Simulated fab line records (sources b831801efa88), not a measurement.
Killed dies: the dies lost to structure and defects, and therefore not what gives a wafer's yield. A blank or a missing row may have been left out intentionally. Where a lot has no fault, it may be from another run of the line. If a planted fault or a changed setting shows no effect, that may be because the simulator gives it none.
Struck lot and sound lot, side by side    flow sky130    15 steps out of a route of 708
Sound: wafers L446.2, L446.4, L446.5. Struck: wafers L461.4, L461.5, L461.6. The cause is named last.
At each step with rows: each side's tool, then ch and its chambers, then its first start. Under that, the readings that differ: sound wafers    struck wafers    difference of the means    sigmas: that difference in standard deviations of wafers without a fault.
alike: readings whose means differ by less than 2 such deviations, and words and numbers that are the same on both sides. not compared: withheld readings, readings that some wafer has no value for, bounds like >300 that may hide the same value, and numbers for which the record gives no deviation and whose values overlap.
Wherever a step has rows on one side only, a row that says differs or no value, or a row with sigmas, the two part there. Numbers that don't overlap but have no deviation are shown without sigmas and don't part them. A reading missing from all wafers of one side parts the sides only when that side holds two or more wafers.

SKY_VIA3_CMP_02: polishes SiO2.
  sound on cmp-02 ch 1,2,3, day 38 23:11; struck on cmp-02 ch 0,1,2, day 43 09:12
  alike: motor_current_A
SKY_VIA3_BOW_MEAS_03:
  struck on film_metro-04, day 43 09:25; sound on film_metro-04, day 38 23:25
  alike: VIA3_BOW
then, 8 steps without rows for these wafers: SKY_VIA3_DEHYDRATE_04 (time 60 s); SKY_VIA3_HMDS_05 (prime time 60 s); SKY_VIA3_COAT_06 (resist thk 60 nm); SKY_VIA3_COAT_07 (resist thk 450 nm); SKY_VIA3_SOFTBAKE_08 (time 90 s); SKY_VIA3_EXPOSE_09 (exposes mask VIM3, target cd 200 nm); SKY_VIA3_PEB_10; SKY_VIA3_DEVELOP_11 (develop time 60 s).
SKY_VIA3_CD_MEAS_12: target cd 200 nm.
  struck on cd_sem-01, day 44 08:20; sound on cd_sem-02, day 39 23:36
  alike: cd_nm
SKY_VIA3_OVL_MEAS_13:
  struck on overlay-01, day 44 08:25; sound on overlay-01, day 39 23:42
  alike: VIA3_OVL
SKY_VIA3_ETCH_14: etches BARC in N2/H2, stops on SiO2, time 45.9 s, target depth 60 nm.
  sound on rie_diel-03 ch 2,3, day 39 23:44; struck on rie_diel-03 ch 1,2,3, day 44 08:26
reading                         sound                 struck                difference  sigmas
chamber_pressure_mTorr (mTorr)  29.996 30.082 30.011  23.975 24.052 24.000  -6.021      -99 or more
  alike: drypump_motor_current_A, oes_product_au, rf_fwd_power_W, throttle_valve_pct
  not compared: rf_hours_counter_h
SKY_VIA3_ETCH_15: etches SiO2 in C4F8/O2/Ar, stops on TiN, target depth 507 nm, time 78 s.
  sound on rie_diel-03 ch 2,3, day 39 23:46; struck on rie_diel-03 ch 1,2,3, day 44 08:28
  alike: chamber_pressure_mTorr, oes_product_au, rf_fwd_power_W
  not compared: rf_hours_counter_h
-- the record jumps here: 5 days lie between the struck wafers' starts before and after (it left off in module VIA3 and takes up again in module PAD_OPEN, whose first step shown is number 708 of the route) --
SKY_PAD_OPEN_PROBE_99:
  struck on prober-01, day 49 16:28; sound on prober-02, day 45 20:58
reading          sound  struck  difference  sigmas
killed_at_other  0 1 0  2 0 2   +1          +2
  alike: defect_limited_yield, killed_at_M0_to_M3, killed_at_M4_up, killed_at_contacts, killed_at_front_end, killed_dies, killed_on_rim, killed_open, killed_short, sort_bin_3_pad_short, sort_bin_5_function, sort_bin_6_memory, sort_n_pass, sort_yield_pct

WHERE THEY PART
At SKY_VIA3_ETCH_14 first; at SKY_PAD_OPEN_PROBE_99 last (within this record only).

WHY: the cause the simulator had injected
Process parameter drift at SKY_VIA3_ETCH_14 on rie_diel-03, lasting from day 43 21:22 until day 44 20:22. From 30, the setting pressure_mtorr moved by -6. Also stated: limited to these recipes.
